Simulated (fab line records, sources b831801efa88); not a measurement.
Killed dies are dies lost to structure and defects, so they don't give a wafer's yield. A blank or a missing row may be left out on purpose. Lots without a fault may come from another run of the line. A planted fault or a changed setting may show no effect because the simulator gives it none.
Problem report in the 8D (eight disciplines) form, filled by code | flow gf180mcu | the parts of the form that need people (team, actions taken, sign-off) are left out

1. THE PROBLEM
strip_time_to_endpoint_s at GF_MVPSD_STRIP_10 reads a mean of 28.20 s on 3 wafers of 2 lots; wafers without a fault read 36.94 s with a standard deviation of 0.1. That is -87 standard deviations from the usual mean.
The step: strips in O2/N2.
First seen on wafer L867.5, day 8 01:33, on plasma_asher-01. The record holds 42 wafers of 14 lots with a number at this step. Rule for "out", or "out of limits": more than 4 standard deviations from the usual mean. The other wafers with a number count as sound.

2. WHAT IT IS AND WHAT IT IS NOT
question                    | is                               | is not
which readings at this step | strip_time_to_endpoint_s         | drypump_motor_current_A, heater_power_w, platen_temp_c
which lots                  | L867, L872                       | L855, L856, L859, L860, L861, L862, L866, L868, L871, L873, L876, L877
which wafers of those lots  | L867.5, L872.5, L872.6           | L867.1, L867.4, L872.4
read on which tools         | plasma_asher-01, plasma_asher-04 | plasma_asher-02
when                        | from day 8 01:33                 | up to then (23 sound wafers); but 16 sound wafers of L868, L871, L872, L873, L876, L877 came after

3. SUSPECTS, AND WHAT RULES EACH OUT
Counting: a tool at a process step up to the reading stays a suspect if it ran every lot that is out. Sound lots after the first of them don't rule it out here, since some wafers of a struck lot are sound.
- litho_track-03 at GF_MVPSD_COAT_02 (resist thk 3000 nm): kept. It ran every lot that is out, first L867 (day 7 16:52); its last sound lot up to then is L866 (day 7 14:04).
Left after counting: litho_track-03 at GF_MVPSD_COAT_02.

4. THE CAUSE (what the simulator had put in)
Process parameter drift: litho_track-03, from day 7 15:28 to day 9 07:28, at GF_MVPSD_COAT_02. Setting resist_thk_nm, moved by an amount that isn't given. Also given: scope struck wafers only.
Counting left only this tool.

5. THE CHAIN OF EFFECTS, in route order
Each row: a reading whose mean over the struck wafers that have a number lies more than 3 standard deviations from the usual. Only readings for which the record gives a usual standard deviation are gone through. hours: the time from each lot's start at the first step in this table that gives one to its start at this step, as a median over the lots. sigmas: the change in usual standard deviations.
hours | step              | reading                  | usual   | on struck wafers | change | sigmas
0     | GF_MVPSD_STRIP_10 | strip_time_to_endpoint_s | 36.94 s | 28.20            | -8.74  | -87
The process steps in it:
- GF_MVPSD_STRIP_10: strips in O2/N2.
Later measuring or inspecting steps at which every struck wafer that the step has a row for has a number for every such reading, and none has moved that far: GF_PSD_CD_MEAS_07.

6. WHAT WOULD HAVE CAUGHT IT SOONER
In this record the first reading out of limits was taken at day 8 01:33, 10 hours after the fault began at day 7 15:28.
Of the lots that are out (2), L872 began GF_MVPSD_COAT_02 on litho_track-03 after day 8 01:33. A hold on the tool at that time would have spared it.
